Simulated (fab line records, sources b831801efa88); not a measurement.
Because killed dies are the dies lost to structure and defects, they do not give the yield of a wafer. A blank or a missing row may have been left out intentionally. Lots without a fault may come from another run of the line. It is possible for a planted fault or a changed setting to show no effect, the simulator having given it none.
A sampling plan put to the test -- flow gf180mcu -- one fab line, 52 faults that these records tell of, each judged on the records of the lots that it struck
The plan is the line's own looks: the steps of the route at which a gauge or an inspection reads the wafer and doesn't change it. A look is open to judgement when struck wafers have a number at it and the file gives its usual mean and standard deviation on fault-free wafers. Caught: the struck wafers' mean, at a look after the fault's first step, is 4 or more of those standard deviations (sigma) away from the usual mean. On the tool: the fault's steps, tested the same way using the tool's own readings. A different recipe on the struck wafers counts as caught too, as does a record blank only for those wafers.

THE FAULTS, as the simulator had put them in
1. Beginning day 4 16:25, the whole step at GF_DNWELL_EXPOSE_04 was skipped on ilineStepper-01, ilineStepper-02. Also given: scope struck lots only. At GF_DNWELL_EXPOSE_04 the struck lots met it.
2. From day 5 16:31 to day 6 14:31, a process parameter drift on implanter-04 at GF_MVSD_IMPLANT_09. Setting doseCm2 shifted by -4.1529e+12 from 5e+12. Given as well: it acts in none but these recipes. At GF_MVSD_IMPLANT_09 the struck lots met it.
3. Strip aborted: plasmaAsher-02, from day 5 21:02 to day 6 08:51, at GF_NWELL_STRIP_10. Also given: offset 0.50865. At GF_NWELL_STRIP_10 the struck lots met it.
4. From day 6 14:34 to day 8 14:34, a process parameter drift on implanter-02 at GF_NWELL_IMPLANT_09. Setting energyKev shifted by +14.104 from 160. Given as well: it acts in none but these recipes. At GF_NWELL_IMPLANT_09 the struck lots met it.
5. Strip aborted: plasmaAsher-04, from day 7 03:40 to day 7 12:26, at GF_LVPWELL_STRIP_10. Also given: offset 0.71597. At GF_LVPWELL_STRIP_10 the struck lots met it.
6. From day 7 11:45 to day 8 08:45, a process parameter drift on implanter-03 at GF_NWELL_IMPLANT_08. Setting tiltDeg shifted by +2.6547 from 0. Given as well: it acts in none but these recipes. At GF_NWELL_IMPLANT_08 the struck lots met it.
7. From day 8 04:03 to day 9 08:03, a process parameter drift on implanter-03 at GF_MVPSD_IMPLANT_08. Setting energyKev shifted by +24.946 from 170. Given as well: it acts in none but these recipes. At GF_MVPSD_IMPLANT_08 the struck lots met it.
8. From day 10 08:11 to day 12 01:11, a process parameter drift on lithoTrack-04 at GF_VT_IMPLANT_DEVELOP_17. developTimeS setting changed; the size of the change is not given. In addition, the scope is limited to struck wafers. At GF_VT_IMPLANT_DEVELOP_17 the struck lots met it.
9. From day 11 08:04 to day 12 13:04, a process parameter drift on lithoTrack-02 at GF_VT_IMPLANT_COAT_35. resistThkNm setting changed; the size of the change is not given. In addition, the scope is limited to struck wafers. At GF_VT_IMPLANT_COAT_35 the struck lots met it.
10. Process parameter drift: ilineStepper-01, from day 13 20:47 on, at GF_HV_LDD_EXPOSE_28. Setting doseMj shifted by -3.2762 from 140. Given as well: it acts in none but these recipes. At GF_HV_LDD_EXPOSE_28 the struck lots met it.
11. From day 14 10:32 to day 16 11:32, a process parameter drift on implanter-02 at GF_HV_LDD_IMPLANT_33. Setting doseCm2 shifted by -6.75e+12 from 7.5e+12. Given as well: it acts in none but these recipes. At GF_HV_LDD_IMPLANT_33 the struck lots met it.
12. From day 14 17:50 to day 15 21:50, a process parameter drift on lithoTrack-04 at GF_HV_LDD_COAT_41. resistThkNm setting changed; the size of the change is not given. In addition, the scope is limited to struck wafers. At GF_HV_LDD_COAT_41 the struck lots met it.
13. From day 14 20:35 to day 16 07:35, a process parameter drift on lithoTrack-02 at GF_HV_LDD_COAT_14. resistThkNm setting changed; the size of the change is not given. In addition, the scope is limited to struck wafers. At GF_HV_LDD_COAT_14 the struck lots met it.
14. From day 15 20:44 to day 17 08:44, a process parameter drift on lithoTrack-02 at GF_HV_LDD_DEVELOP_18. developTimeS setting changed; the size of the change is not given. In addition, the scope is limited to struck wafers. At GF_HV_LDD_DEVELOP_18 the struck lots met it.
15. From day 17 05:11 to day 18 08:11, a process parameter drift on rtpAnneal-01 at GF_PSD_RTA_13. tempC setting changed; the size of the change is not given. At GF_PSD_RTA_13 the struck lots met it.
16. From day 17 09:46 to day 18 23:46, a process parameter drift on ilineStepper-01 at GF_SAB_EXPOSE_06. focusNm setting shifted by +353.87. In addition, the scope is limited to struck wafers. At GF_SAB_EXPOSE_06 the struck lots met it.
17. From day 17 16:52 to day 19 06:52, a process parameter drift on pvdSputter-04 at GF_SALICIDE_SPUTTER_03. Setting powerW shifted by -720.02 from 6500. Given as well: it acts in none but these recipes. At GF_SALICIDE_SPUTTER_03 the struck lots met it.
18. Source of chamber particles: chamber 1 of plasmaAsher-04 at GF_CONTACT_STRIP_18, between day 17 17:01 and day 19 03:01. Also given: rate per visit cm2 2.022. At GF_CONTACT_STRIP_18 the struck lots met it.
19. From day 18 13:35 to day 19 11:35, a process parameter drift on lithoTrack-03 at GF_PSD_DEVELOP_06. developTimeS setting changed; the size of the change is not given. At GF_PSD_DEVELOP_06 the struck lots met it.
20. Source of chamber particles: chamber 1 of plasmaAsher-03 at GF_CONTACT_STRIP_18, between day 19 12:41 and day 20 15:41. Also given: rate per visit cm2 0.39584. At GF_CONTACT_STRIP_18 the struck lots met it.
21. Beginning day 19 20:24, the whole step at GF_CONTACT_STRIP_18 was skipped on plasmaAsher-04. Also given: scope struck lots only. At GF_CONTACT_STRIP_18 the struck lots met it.
22. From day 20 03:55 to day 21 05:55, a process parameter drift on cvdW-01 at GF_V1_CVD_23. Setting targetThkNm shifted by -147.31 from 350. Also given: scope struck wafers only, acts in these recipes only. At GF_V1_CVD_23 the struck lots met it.
23. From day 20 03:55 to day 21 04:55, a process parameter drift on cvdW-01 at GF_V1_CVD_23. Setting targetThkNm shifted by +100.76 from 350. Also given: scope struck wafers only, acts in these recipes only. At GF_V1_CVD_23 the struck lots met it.
24. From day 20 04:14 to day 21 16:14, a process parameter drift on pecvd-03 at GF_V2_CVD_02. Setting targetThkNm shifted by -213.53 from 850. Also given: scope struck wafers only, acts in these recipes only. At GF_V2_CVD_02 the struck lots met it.
25. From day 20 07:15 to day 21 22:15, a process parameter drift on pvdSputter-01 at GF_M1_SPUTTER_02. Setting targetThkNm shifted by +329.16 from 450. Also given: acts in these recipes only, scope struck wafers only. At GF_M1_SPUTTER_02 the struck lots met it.
26. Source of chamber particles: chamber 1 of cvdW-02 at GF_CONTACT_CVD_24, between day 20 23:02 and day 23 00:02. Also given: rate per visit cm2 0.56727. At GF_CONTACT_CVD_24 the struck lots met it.
27. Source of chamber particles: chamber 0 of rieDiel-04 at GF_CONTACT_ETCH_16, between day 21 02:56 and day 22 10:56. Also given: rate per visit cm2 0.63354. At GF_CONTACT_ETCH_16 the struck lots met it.
28. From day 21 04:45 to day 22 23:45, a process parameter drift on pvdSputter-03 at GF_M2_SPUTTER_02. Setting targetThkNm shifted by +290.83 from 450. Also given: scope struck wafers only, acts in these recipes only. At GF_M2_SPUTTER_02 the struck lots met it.
29. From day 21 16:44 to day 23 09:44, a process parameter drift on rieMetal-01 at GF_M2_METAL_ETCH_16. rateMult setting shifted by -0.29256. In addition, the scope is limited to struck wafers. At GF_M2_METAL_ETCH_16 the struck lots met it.
30. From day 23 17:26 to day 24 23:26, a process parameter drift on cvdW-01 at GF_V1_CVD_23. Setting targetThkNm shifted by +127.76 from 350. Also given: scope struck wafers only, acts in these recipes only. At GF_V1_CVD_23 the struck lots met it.
31. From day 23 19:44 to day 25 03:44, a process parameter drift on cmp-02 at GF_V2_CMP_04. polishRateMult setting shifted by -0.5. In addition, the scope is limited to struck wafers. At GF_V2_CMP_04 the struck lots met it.
32. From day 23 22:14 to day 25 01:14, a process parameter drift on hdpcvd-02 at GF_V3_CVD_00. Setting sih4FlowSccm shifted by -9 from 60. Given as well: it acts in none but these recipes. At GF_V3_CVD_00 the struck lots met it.
33. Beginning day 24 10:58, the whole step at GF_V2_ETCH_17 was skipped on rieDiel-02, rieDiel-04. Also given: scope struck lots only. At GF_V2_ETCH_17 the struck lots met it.
34. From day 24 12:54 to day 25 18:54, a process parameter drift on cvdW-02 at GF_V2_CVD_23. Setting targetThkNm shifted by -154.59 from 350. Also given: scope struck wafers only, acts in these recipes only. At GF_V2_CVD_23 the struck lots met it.
35. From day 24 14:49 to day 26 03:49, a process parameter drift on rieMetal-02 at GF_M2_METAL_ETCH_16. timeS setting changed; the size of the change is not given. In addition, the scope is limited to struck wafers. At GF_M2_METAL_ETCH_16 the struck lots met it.
36. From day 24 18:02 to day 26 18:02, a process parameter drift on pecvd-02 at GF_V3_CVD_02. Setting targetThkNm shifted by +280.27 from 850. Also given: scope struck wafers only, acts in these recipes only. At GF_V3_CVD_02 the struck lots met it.
37. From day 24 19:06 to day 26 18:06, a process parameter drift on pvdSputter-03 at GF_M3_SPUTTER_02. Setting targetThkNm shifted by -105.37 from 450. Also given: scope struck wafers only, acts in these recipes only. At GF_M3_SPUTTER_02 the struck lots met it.
38. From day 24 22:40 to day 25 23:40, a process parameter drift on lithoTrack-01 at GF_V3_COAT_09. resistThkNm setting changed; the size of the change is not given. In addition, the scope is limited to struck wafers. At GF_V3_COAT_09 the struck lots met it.
39. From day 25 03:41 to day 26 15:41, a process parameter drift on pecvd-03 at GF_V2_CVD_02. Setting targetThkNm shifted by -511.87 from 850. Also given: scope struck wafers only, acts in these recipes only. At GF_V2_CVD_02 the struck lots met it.
40. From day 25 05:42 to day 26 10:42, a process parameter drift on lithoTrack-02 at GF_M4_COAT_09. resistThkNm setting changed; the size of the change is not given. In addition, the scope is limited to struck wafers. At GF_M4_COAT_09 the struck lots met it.
41. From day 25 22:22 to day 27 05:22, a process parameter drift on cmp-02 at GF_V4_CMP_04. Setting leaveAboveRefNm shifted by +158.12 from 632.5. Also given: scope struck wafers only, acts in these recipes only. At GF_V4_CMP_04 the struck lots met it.
42. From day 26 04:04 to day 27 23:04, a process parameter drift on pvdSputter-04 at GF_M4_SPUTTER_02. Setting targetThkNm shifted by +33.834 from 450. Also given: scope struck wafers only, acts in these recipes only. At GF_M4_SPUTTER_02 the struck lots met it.
43. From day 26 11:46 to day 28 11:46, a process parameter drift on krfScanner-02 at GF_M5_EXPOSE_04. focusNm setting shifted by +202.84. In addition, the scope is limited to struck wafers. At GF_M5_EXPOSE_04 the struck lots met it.
44. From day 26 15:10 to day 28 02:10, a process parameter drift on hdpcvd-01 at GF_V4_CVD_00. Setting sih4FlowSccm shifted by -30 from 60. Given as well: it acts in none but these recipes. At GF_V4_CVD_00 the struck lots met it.
45. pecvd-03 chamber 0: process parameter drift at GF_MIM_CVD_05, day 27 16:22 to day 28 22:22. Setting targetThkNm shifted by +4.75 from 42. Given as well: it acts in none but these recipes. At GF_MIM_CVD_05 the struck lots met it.
46. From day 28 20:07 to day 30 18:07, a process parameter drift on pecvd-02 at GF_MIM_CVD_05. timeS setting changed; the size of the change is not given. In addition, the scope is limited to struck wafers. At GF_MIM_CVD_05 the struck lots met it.
47. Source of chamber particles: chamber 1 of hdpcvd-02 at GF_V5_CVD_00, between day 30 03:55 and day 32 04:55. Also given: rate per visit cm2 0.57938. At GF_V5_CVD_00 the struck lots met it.
48. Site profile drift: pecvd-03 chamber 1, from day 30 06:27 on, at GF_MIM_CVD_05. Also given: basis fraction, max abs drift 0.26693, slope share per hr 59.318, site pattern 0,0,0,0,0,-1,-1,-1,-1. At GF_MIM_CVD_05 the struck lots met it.
49. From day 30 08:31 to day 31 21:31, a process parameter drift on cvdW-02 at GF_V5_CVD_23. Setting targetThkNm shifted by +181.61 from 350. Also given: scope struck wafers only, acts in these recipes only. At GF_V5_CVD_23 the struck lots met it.
50. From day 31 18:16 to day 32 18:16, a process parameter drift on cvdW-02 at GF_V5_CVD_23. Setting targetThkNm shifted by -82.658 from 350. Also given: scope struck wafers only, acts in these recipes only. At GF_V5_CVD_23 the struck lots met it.
51. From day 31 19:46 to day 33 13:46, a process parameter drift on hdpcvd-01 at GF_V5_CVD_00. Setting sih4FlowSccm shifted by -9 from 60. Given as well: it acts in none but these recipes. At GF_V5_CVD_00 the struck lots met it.
52. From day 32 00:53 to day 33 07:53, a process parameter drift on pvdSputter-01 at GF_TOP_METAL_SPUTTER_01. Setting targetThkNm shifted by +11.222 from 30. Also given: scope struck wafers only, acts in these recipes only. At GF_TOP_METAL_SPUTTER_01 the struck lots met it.

WHAT THE PLAN SAW
fault,on the tool itself,first look that catches it,"reading, sigma",median hours from its first step to that look,hours from the fault's start to the first struck lot there,judged looks passed uncaught
1,no reading that can be judged,GF_DNWELL_TW_MEAS_09,DNWELL_TW -93,7.2,11,0
2,doseIonsCm2 -99 or beyond sigma,GF_VT_IMPLANT_RS_MEAS_46,MVSD_RS +74,81.2,85,2
3,oesProductAu +52 sigma,GF_LVPWELL_TW_MEAS_11,LVPWELL_TW -14,15.5,27,0
4,beamEnergyKeV +99 or beyond sigma,no look after it can be judged,-,-,-,0
5,oesProductAu +45 sigma,GF_MVSD_TW_MEAS_11,MVSD_TW -77,16.0,25,0
6,tiltDeg +99 or beyond sigma,GF_NWELL_TW_MEAS_11,NWELL_TW +7.7,0.4,10,0
7,beamEnergyKeV +99 or beyond sigma,GF_VT_IMPLANT_RS_MEAS_49,MVPSD_RS -7.9,71.0,74,0
8,under 2 sigma,not the one look that can be judged after it,-,-,-,1
9,under 2 sigma,none of the 2 looks that can be judged after it,-,-,-,2
10,exposureDoseMJCm2 -25 sigma,not the one look that can be judged after it,"strongest: cdNm at GF_HV_LDD_CD_MEAS_31, -2.5",-,-,1
11,doseIonsCm2 -99 or beyond sigma,GF_HV_LDD_TW_MEAS_38,HV_LDD_3_TW -8.2,0.7,21,0
12,no reading that can be judged,GF_HV_LDD_CD_MEAS_46,cdNm +90,11.0,15,0
13,no reading that can be judged,GF_HV_LDD_CD_MEAS_19,cdNm +4.7,11.1,22,0
14,under 2 sigma,GF_HV_LDD_CD_MEAS_19,cdNm -12,0.1,16,0
15,wafer_temp_C_max +55 sigma,GF_PSD_RS_MEAS_14,NSD_RS -82,0.1,5,0
16,no reading that can be judged,GF_SAB_CD_MEAS_09,cdNm -7.0,11.5,39,0
17,cathodeDcPowerW -99 or beyond sigma,GF_SALICIDE_THK_MEAS_05,SALICIDE_TIN_THK -6.7,0.2,7,1
18,under 2 sigma,none of the 2 looks that can be judged after it,-,-,-,2
19,under 2 sigma,GF_PSD_CD_MEAS_07,cdNm +5.6,0.1,4,0
20,under 2 sigma,no look after it can be judged,-,-,-,0
21,the tool's record is blank for the struck wafers,no look after it can be judged,-,-,-,0
22,under 2 sigma,GF_V1_RS_MEAS_24,V1_W_RS +68,0.1,10,0
23,under 2 sigma,GF_V1_RS_MEAS_24,V1_W_RS -20,0.1,10,0
24,under 2 sigma,GF_V2_THK_MEAS_03,V2_CVD_02_THK -19,0.1,15,0
25,under 2 sigma,GF_M1_RS_MEAS_05,M1_ALCU_RS -45,0.1,27,0
26,under 2 sigma,not the one look that can be judged after it,-,-,-,1
27,under 2 sigma,not the one look that can be judged after it,-,-,-,1
28,under 2 sigma,GF_M2_RS_MEAS_05,M2_ALCU_RS -38,0.1,14,0
29,oesProductAu -28 sigma,not the one look that can be judged after it,-,-,-,1
30,under 2 sigma,GF_V1_RS_MEAS_24,V1_W_RS -25,0.1,15,0
31,timeToEndpointS +6.2 sigma,not the one look that can be judged after it,-,-,-,1
32,sih4FlowSccm -59 sigma,GF_V3_THK_MEAS_01,V3_CVD_00_THK -13,0.1,18,0
33,the tool's record is blank for the struck wafers,no look after it can be judged,-,-,-,0
34,under 2 sigma,GF_V2_RS_MEAS_24,V2_W_RS +77,0.1,3,0
35,runLengthS -11 sigma,no look after it can be judged,-,-,-,0
36,under 2 sigma,GF_V3_THK_MEAS_03,V3_CVD_02_THK +27,0.1,2,0
37,under 2 sigma,GF_M3_RS_MEAS_05,M3_ALCU_RS +32,0.1,16,0
38,no reading that can be judged,not the one look that can be judged after it,-,-,-,1
39,under 2 sigma,GF_V2_THK_MEAS_03,V2_CVD_02_THK -45,0.1,20,0
40,no reading that can be judged,no look after it can be judged,-,-,-,0
41,timeToEndpointS -12 sigma,no look after it can be judged,-,-,-,0
42,under 2 sigma,GF_M4_RS_MEAS_05,M4_ALCU_RS -5.3,0.1,9,0
43,no reading that can be judged,GF_M5_CD_MEAS_07,cdNm -9.9,9.4,31,0
44,sih4FlowSccm -99 or beyond sigma,GF_V4_THK_MEAS_01,V4_CVD_00_THK -48,0.1,1,0
45,under 2 sigma,GF_MIM_THK_MEAS_06,MIM_CVD_05_THK +8.0,0.0,28,0
46,only faintly: runLengthS -3.5 sigma,GF_MIM_THK_MEAS_06,MIM_CVD_05_THK -5.0,0.0,4,0
47,under 2 sigma,none of the 2 looks that can be judged after it,-,-,-,2
48,under 2 sigma,GF_MIM_THK_MEAS_06,MIM_CVD_05_THK -7.0,0.0,3,0
49,under 2 sigma,GF_V5_RS_MEAS_24,V5_W_RS -30,0.1,25,0
50,under 2 sigma,GF_V5_RS_MEAS_24,V5_W_RS +27,0.1,9,0
51,sih4FlowSccm -47 sigma,GF_V5_THK_MEAS_01,V5_CVD_00_THK -14,0.1,2,0
52,under 2 sigma,no look after it can be judged,-,-,-,0
A dash: the fault is not caught, or the number is missing from these records.

Caught at a look: 34 of 52. Caught on the tool: 19 of 52. By one or the other: 42 of 52.
Caught on the tool alone: faults 4, 10, 21, 29, 31, 33, 35, 41.
Caught at a look alone: faults 1, 12, 13, 14, 16, 19, 22, 23, 24, 25, 28, 30, 34, 36, 37, 39, 42, 43, 45, 46, 48, 49, 50.
Caught by neither: faults 8, 9, 18, 20, 26, 27, 38, 40, 47, 52.

THINNER SAMPLING
If the look that catches a fault measured only every second or every third lot, by lot number, the first struck lot would be measured this late in the worst case:
fault,"struck lots at that look, in order of time",every lot,every second lot,every third lot
1,"L996, L997, L998",11 h,16 h,18 h
2,"L984, L985",85 h,99 h,may miss all 2
3,L504,27 h,may miss it,may miss it
5,L630,25 h,may miss it,may miss it
6,"L221, L222",10 h,15 h,may miss all 2
7,"L638, L639",74 h,82 h,may miss all 2
11,"L811, L813, L814",21 h,33 h,may miss all 3
12,"L799, L798",15 h,18 h,may miss all 2
13,"L966, L967, L968",22 h,28 h,30 h
14,"L412, L413",16 h,22 h,may miss all 2
15,"L224, L226",5 h,may miss all 2,may miss all 2
16,L185,39 h,may miss it,may miss it
17,"L866, L869",7 h,32 h,may miss all 2
19,"L900, L902",4 h,may miss all 2,may miss all 2
22,"L457, L458",10 h,24 h,may miss all 2
23,"L637, L638",10 h,24 h,may miss all 2
24,"L359, L358",15 h,22 h,may miss all 2
25,L615,27 h,may miss it,may miss it
28,"L314, L316",14 h,may miss all 2,may miss all 2
30,L783,15 h,may miss it,may miss it
32,"L319, L318",18 h,21 h,may miss all 2
34,"L507, L508, L509",3 h,11 h,15 h
36,"L701, L704",2 h,18 h,may miss all 2
37,L664,16 h,may miss it,may miss it
39,L571,20 h,may miss it,may miss it
42,"L514, L515",9 h,17 h,may miss all 2
43,L896,31 h,may miss it,may miss it
44,"L518, L522, L524",1 h,may miss all 3,may miss all 3
45,L725,28 h,may miss it,may miss it
46,L614,4 h,may miss it,may miss it
48,"L679, L680",3 h,10 h,may miss all 2
49,L536,25 h,may miss it,may miss it
50,L227,9 h,may miss it,may miss it
51,"L134, L135",2 h,9 h,may miss all 2
Hours are from the fault's start to the first struck lot that is measured. Since the struck wafers were tested as one group against 4 sigma, a single lot by itself may lie under the limit. Other struck lots may not be in these records.

THE LONGEST TIMED WAY FROM STEP TO LOOK
Fault 2: a median of 81.2 hours passes between GF_MVSD_IMPLANT_09 and GF_VT_IMPLANT_RS_MEAS_46. The looks between them that can be judged stayed within 4 sigma: GF_MVSD_TW_MEAS_11, GF_VT_IMPLANT_TW_MEAS_43.
